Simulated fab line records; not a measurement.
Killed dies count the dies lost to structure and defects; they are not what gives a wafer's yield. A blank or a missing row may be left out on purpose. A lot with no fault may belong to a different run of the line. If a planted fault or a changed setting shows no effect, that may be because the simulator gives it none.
The same fault as seen by 2 desks :: flow gf180mcu :: each desk has only its own numbers; what lay behind them comes last

## FROM THE METROLOGY DESK
Means of the sampled wafers that have a number, per lot and without regard to the tool the lot ran on: this is what the gauges read. The brackets show how far a lot's mean lies from the usual mean; more than 4 standard deviations puts the lot out of limits, marked OUT.
Columns: A = HV_LDD_TW at GF_HV_LDD_TW_MEAS_11, usual 2389; B = HV_LDD_RS at GF_HV_LDD_RS_MEAS_53, usual 417.8 ohm/sq; C = HV_LDD_CVD_56_THK at GF_HV_LDD_THK_MEAS_57, usual 89.9 nm
lot: L863
first seen here: day 10 16:37
A: 2375
B: 416.2
C: 90.0

lot: L864
first seen here: day 10 23:43
A: 2376
B: 417.3
C: 91.0

lot: L865
first seen here: day 11 05:53
A: 2368
B: 418.0
C: 89.2

lot: L866
first seen here: day 11 13:43
A: 2425
B: 417.9
C: 89.3

lot: L869
first seen here: day 12 19:44
A: 2366
B: -
C: 89.8

lot: L870
first seen here: day 12 19:58
A: 2370
B: 418.7
C: 89.1

lot: L871
first seen here: day 13 01:43
A: 2365
B: -
C: 89.8

lot: L872
first seen here: day 13 08:26
A: 2369
B: 417.0
C: 88.8

lot: L877
first seen here: day 14 19:40
A: 2413
B: 418.2
C: 89.0

lot: L878
first seen here: day 15 09:49
A: 2365
B: 418.8
C: 89.7

lot: L880
first seen here: day 15 18:25
A: 2379
B: 417.4
C: 90.1

lot: L881
first seen here: day 16 11:04
A: 2409
B: 418.7
C: 90.4

lot: L883
first seen here: day 16 16:54
A: 2375
B: 417.6
C: 88.8

lot: L884
first seen here: day 17 10:13
A: 2421
B: 418.1
C: 89.8
Finding of this desk: none of the 14 lots has anything out of limits.

## TOOL OWNER'S DESK, implanter-03
The tool's own readings at GF_HV_LDD_IMPLANT_36, given as means over the sampled wafers that have a number, one for each lot that went through this tool. The brackets show how far a lot's mean lies from the usual mean; more than 4 standard deviations puts the lot out of limits, marked OUT.
Columns: A = tiltDeg at GF_HV_LDD_IMPLANT_36, usual 30.000 degrees
lot: L864
first seen here: day 12 16:25
A: 30.004

lot: L865
first seen here: day 12 18:18
A: 29.987

lot: L869
first seen here: day 14 13:33
A: 24.653 (-99 or more) OUT

lot: L871
first seen here: day 14 19:37
A: 24.663 (-99 or more) OUT

lot: L880
first seen here: day 17 15:37
A: 30.022

lot: L883
first seen here: day 18 15:50
A: 30.017

lot: L884
first seen here: day 19 10:40
A: 30.012
This desk finds L869, L871 out of limits, L869 being first, at day 14 13:33 (tiltDeg at GF_HV_LDD_IMPLANT_36). L864, L865, L880, L883, L884: within limits.

## TAKEN TOGETHER
An alarm could have come from the tool owner's desk at day 14 13:33, on L869, L871.
The metrology desk saw nothing out of limits.
The metrology desk has L869, L871 on record, within its limits.
Every lot named ran GF_HV_LDD_IMPLANT_36 on implanter-03.

## WHAT THE SIMULATOR HAD PUT IN
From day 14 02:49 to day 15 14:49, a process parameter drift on implanter-03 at GF_HV_LDD_IMPLANT_36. Setting tiltDeg shifted by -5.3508 from 30. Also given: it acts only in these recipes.
Shown lots that were struck: L869, L871.
Each desk's first reading out of limits, in hours after the fault started: the tool owner's desk, 11.
